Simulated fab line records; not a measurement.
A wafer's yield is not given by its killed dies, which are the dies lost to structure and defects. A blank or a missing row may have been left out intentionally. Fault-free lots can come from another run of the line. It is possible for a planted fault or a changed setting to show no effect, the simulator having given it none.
What tool caused it? + flow sky130 + 12 lots, 36 wafers sampled, at 4 steps of a route of 708

== WHAT THE GAUGES SHOWED, per wafer ==
SKY_CAP2M_THK_MEAS_04: measures by xrf.
| lot  | measured     | on           | CAP2M_TIN_THK (nm) |
|------|--------------|--------------|--------------------|
| L283 | day 39 16:47 | filmMetro-02 | 199.9 201.3 202.6  |
| L284 | day 39 21:24 | filmMetro-03 | 199.3 202.1 200.1  |
| L285 | day 40 09:34 | filmMetro-02 | 200.3 198.7 201.4  |
| L286 | day 41 02:22 | filmMetro-01 | 202.1 200.6 200.6  |
| L287 | day 41 03:31 | filmMetro-03 | 203.4 203.5 202.2  |
| L288 | day 41 10:25 | filmMetro-01 | 201.1 200.7 199.3  |
| L293 | day 42 17:13 | filmMetro-01 | 198.8 200.1 198.0  |
| L292 | day 42 22:23 | filmMetro-02 | 200.5 198.9 201.9  |
| L295 | day 43 06:05 | filmMetro-01 | 202.7 203.1 204.0  |
| L296 | day 43 16:05 | filmMetro-02 | 206.9 205.7 205.7  |
| L299 | day 44 06:07 | filmMetro-02 | 201.3 202.5 202.5  |
| L303 | day 45 06:34 | filmMetro-02 | 201.6 202.4 200.2  |

SKY_PAD_OPEN_BOW_MEAS_13.
| lot  | measured     | on           | PAD_OPEN_BOW (um) |
|------|--------------|--------------|-------------------|
| L283 | day 45 17:52 | filmMetro-01 | 45 46 43          |
| L284 | day 45 21:01 | filmMetro-01 | 37 39 49          |
| L285 | day 46 09:32 | filmMetro-03 | 55 40 42          |
| L286 | day 46 22:47 | filmMetro-02 | 56 52 43          |
| L287 | day 46 23:43 | filmMetro-01 | 49 45 53          |
| L288 | day 47 06:23 | filmMetro-02 | 25 41 31          |
| L293 | day 48 06:46 | filmMetro-01 | 48 50 55          |
| L292 | day 48 11:07 | filmMetro-03 | 42 40 34          |
| L295 | day 48 18:50 | filmMetro-03 | 50 40 48          |
| L296 | day 49 01:19 | filmMetro-01 | 46 62 53          |
| L299 | day 49 13:20 | filmMetro-01 | 49 49 51          |
| L303 | day 50 08:17 | filmMetro-03 | 50 57 61          |

== WHAT TOOL EACH LOT RAN ON (gives the tool, then ch and the chambers of the sampled wafers, and finally the start) ==
| lot  | SKY_VIA3_CMP_24               | SKY_PASSIVATION_STRIP_12            |
|------|-------------------------------|-------------------------------------|
| L283 | cmp-02 ch 0,2,3, day 39 16:02 | plasmaAsher-01 ch 0,1, day 44 18:40 |
| L284 | cmp-02 ch 1,2, day 39 20:41   | plasmaAsher-02 ch 0,1, day 44 21:25 |
| L285 | cmp-02 ch 1,2, day 40 08:46   | plasmaAsher-01 ch 0,1, day 45 10:03 |
| L286 | cmp-02 ch 0,2,3, day 41 01:36 | plasmaAsher-04 ch 0,1, day 45 23:45 |
| L287 | cmp-01 ch 0,3, day 41 02:45   | plasmaAsher-02 ch 0,1, day 46 01:34 |
| L288 | cmp-02 ch 1,2,3, day 41 09:44 | plasmaAsher-02 ch 0,1, day 46 07:15 |
| L293 | cmp-01 ch 1,2, day 42 16:26   | plasmaAsher-02 ch 0,1, day 47 09:20 |
| L292 | cmp-02 ch 0,2,3, day 42 21:39 | plasmaAsher-02 ch 0,1, day 47 14:10 |
| L295 | cmp-02 ch 0,1,3, day 43 05:19 | plasmaAsher-01 ch 0,1, day 47 21:52 |
| L296 | cmp-02 ch 1,2,3, day 43 15:19 | plasmaAsher-02 ch 0,1, day 48 05:09 |
| L299 | cmp-02 ch 0,1,3, day 44 05:23 | plasmaAsher-02 ch 0,1, day 48 17:13 |
| L303 | cmp-01 ch 0,1,3, day 45 05:53 | plasmaAsher-04 ch 0, day 49 13:51   |
- SKY_VIA3_CMP_24: polishes, stops on SiO2, t overpolish 20 s, target thk 0 nm.
- SKY_PASSIVATION_STRIP_12: strips in O2/N2.

== AS READ BY THE TOOLS THEMSELVES (means over the sampled wafers that have a number; for cases with no such wafer, the mark the record gives instead) ==
SKY_VIA3_CMP_24.
| lot  | tool   | motorCurrentA (A) | overpolishRunS (s) | slurryFlowMlMin | timeToEndpointS (s) |
|------|--------|-------------------|--------------------|-----------------|---------------------|
| L283 | cmp-02 | 11.2              | 19.997             | 149.6           | 89                  |
| L284 | cmp-02 | 11.4              | 20.008             | 149.9           | 92                  |
| L285 | cmp-02 | 11.4              | 19.989             | 150.0           | 96                  |
| L286 | cmp-02 | 11.3              | 19.992             | 149.9           | 97                  |
| L287 | cmp-01 | 11.7              | 20.006             | 150.3           | 96                  |
| L288 | cmp-02 | 11.5              | 19.994             | 149.7           | 98                  |
| L293 | cmp-01 | 11.8              | 19.998             | 150.3           | 90                  |
| L292 | cmp-02 | 11.0              | 20.002             | 150.5           | 93                  |
| L295 | cmp-02 | 10.8              | 20.007             | 150.1           | 94                  |
| L296 | cmp-02 | 11.6              | 20.010             | 150.1           | 92                  |
| L299 | cmp-02 | 10.6              | 19.991             | 150.1           | 91                  |
| L303 | cmp-01 | 12.5              | 19.998             | 149.9           | 97                  |

SKY_PASSIVATION_STRIP_12.
| lot  | tool           | drypumpMotorCurrentA (A) | oesProductAu (a.u.) | stripTimeToEndpointS (s) |
|------|----------------|--------------------------|---------------------|--------------------------|
| L283 | plasmaAsher-01 | 6.1                      | 0.665               | 31.56                    |
| L284 | plasmaAsher-02 | 5.1                      | 0.661               | 31.58                    |
| L285 | plasmaAsher-01 | 5.9                      | 0.659               | 31.43                    |
| L286 | plasmaAsher-04 | 6.0                      | 0.663               | 31.68                    |
| L287 | plasmaAsher-02 | 5.5                      | 0.657               | 31.53                    |
| L288 | plasmaAsher-02 | 5.1                      | 0.663               | 31.65                    |
| L293 | plasmaAsher-02 | 5.5                      | 0.660               | 31.77                    |
| L292 | plasmaAsher-02 | 5.5                      | 0.659               | 31.61                    |
| L295 | plasmaAsher-01 | 6.1                      | 0.657               | 31.58                    |
| L296 | plasmaAsher-02 | 5.5                      | 0.663               | 31.44                    |
| L299 | plasmaAsher-02 | 5.1                      | 0.658               | 31.57                    |
| L303 | plasmaAsher-04 | 6.0                      | 0.658               | 31.53                    |

== THE ANSWER, worked out from the rows above alone ==
Rule: usual is defined by the lots themselves. Put in order of their means at a reading, lots are off if they are a third of the lots or fewer, leave a main group of 4 or more, and stand apart from it by a gap of 3 or more times the standard deviation of the main group's means; of several such gaps the widest counts. A main group is skipped when, at the precision printed for the reading in the tables above, its means are all equal. Also off: a lot with no number at a reading for which 4 or more lots have one. Any other lot the step has rows for is counted as sound. After the gauges, taken in route order, come the tools' own readings; for these a lot's mean is taken, as printed above. At the first step where some lot is off, the reading lying furthest off is the one used; lots without a number count as furthest.
None of the lots is off at any reading shown; this tells nothing.

== WHAT THE SIMULATOR PUT IN ==
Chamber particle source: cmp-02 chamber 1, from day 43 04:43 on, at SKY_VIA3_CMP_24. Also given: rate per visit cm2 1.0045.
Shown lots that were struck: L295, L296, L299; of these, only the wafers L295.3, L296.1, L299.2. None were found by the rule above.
